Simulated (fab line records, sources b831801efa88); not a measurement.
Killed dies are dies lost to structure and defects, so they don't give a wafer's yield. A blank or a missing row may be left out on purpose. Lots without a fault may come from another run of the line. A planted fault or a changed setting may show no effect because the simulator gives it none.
Tool commonality check | flow sky130 | 11 lots, 39 wafers sampled

WHY IT WAS OPENED
At SKY_POLY_GATE_THK_MEAS_21 the reading POLY_GATE_OXIDATION_THK is flagged on 2 of 11 lots. Wafers without a fault read 4.00 nm, standard deviation 0.072.
Rule: a lot is flagged when every wafer of it that has a number lies more than 4 standard deviations from that mean, or none has a number. The other lots count as sound.

lot  | measured     | on            | POLY_GATE_OXIDATION_THK (nm), wafer by wafer | flag
L364 | day 16 05:08 | film_metro-02 | 4.06 4.08 4.09                               |
L365 | day 16 21:56 | film_metro-02 | 4.12 4.06 4.12                               |
L367 | day 17 20:44 | film_metro-02 | 3.96 3.99 3.86                               |
L368 | day 18 00:59 | film_metro-02 | 4.00 3.90 3.94                               |
L369 | day 18 14:53 | film_metro-01 | 4.06 3.91 3.99                               |
L370 | day 19 02:52 | film_metro-01 | 4.07 4.05 3.97                               |
L371 | day 19 07:19 | film_metro-04 | 3.97 4.00 4.04                               |
L372 | day 19 17:29 | film_metro-01 | 3.91 4.01 3.87                               |
L383 | day 23 07:43 | film_metro-01 | 5.40 5.36 5.39 5.41 5.34 5.41                | FLAGGED
L384 | day 24 06:50 | film_metro-02 | 5.45 5.36 5.39 5.43 5.38 5.40                | FLAGGED
L386 | day 24 22:19 | film_metro-01 | 4.09 3.89 3.90                               |
The numbers of the flagged lots are 5.39 nm on average: +1.39 nm against the usual, or +19 standard deviations.

WHICH TOOL RAN EACH LOT
The record holds 1 process step before the reading, out of a route of 708 steps. In each cell: the tool, then ch and the chambers that the sampled wafers went through, then the start.
lot  | flag    | SKY_POLY_GATE_OXIDATION_20
L364 |         | furnace-02 ch 0, day 16 03:53
L365 |         | furnace-02 ch 0, day 16 20:41
L367 |         | furnace-01 ch 0, day 17 19:27
L368 |         | furnace-01 ch 0, day 17 23:44
L369 |         | furnace-02 ch 0, day 18 13:38
L370 |         | furnace-01 ch 0, day 19 01:37
L371 |         | furnace-01 ch 0, day 19 06:04
L372 |         | furnace-01 ch 0, day 19 16:14
L383 | FLAGGED | furnace-01 ch 0, day 23 06:28
L384 | FLAGGED | furnace-01 ch 0, day 24 05:35
L386 |         | furnace-02 ch 0, day 24 21:04
What these steps do:
- SKY_POLY_GATE_OXIDATION_20: stabilise 600 s, purge 300 s, target thk 4 nm.
- SKY_POLY_GATE_THK_MEAS_21

FLAGGED OVER TOTAL, TOOL BY TOOL (the gauges that took the reading come last)
step                       | tool          | lots run | flagged | share of the flagged lots | sound lots run after its first flagged lot
SKY_POLY_GATE_OXIDATION_20 | furnace-01    | 7        | 2       | all                       | 0
SKY_POLY_GATE_OXIDATION_20 | furnace-02    | 4        | 0       | none                      | -
SKY_POLY_GATE_THK_MEAS_21  | film_metro-01 | 5        | 1       | some                      | 1 (L386)
SKY_POLY_GATE_THK_MEAS_21  | film_metro-02 | 5        | 1       | some                      | 0
SKY_POLY_GATE_THK_MEAS_21  | film_metro-04 | 1        | 0       | none                      | -

WHAT THE TABLE ALLOWS
1 row of the table ran every flagged lot: furnace-01 at SKY_POLY_GATE_OXIDATION_20.
- furnace-01 at SKY_POLY_GATE_OXIDATION_20: 2 of its 7 lots flagged. Its last sound lot is L372 (day 19 16:14), its first flagged lot L383 (day 23 06:28): a fault that began between those two fits. Its own readings lie more than 4 standard deviations out on every wafer of the flagged lots: spike_tc_bottom_C, spike_tc_centre_C, spike_tc_lower_C, spike_tc_top_C, spike_tc_upper_C, tube_center_temp_C, tube_center_temp_C_max, zone_power_lower_pct.
One tool is left: furnace-01 at SKY_POLY_GATE_OXIDATION_20.

WHAT THE SIMULATOR HAD PUT IN
Process parameter drift: furnace-01, from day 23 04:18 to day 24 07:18, at SKY_POLY_GATE_OXIDATION_20. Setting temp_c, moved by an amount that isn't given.
Lots struck among those shown: L383, L384. The rule above found the same.
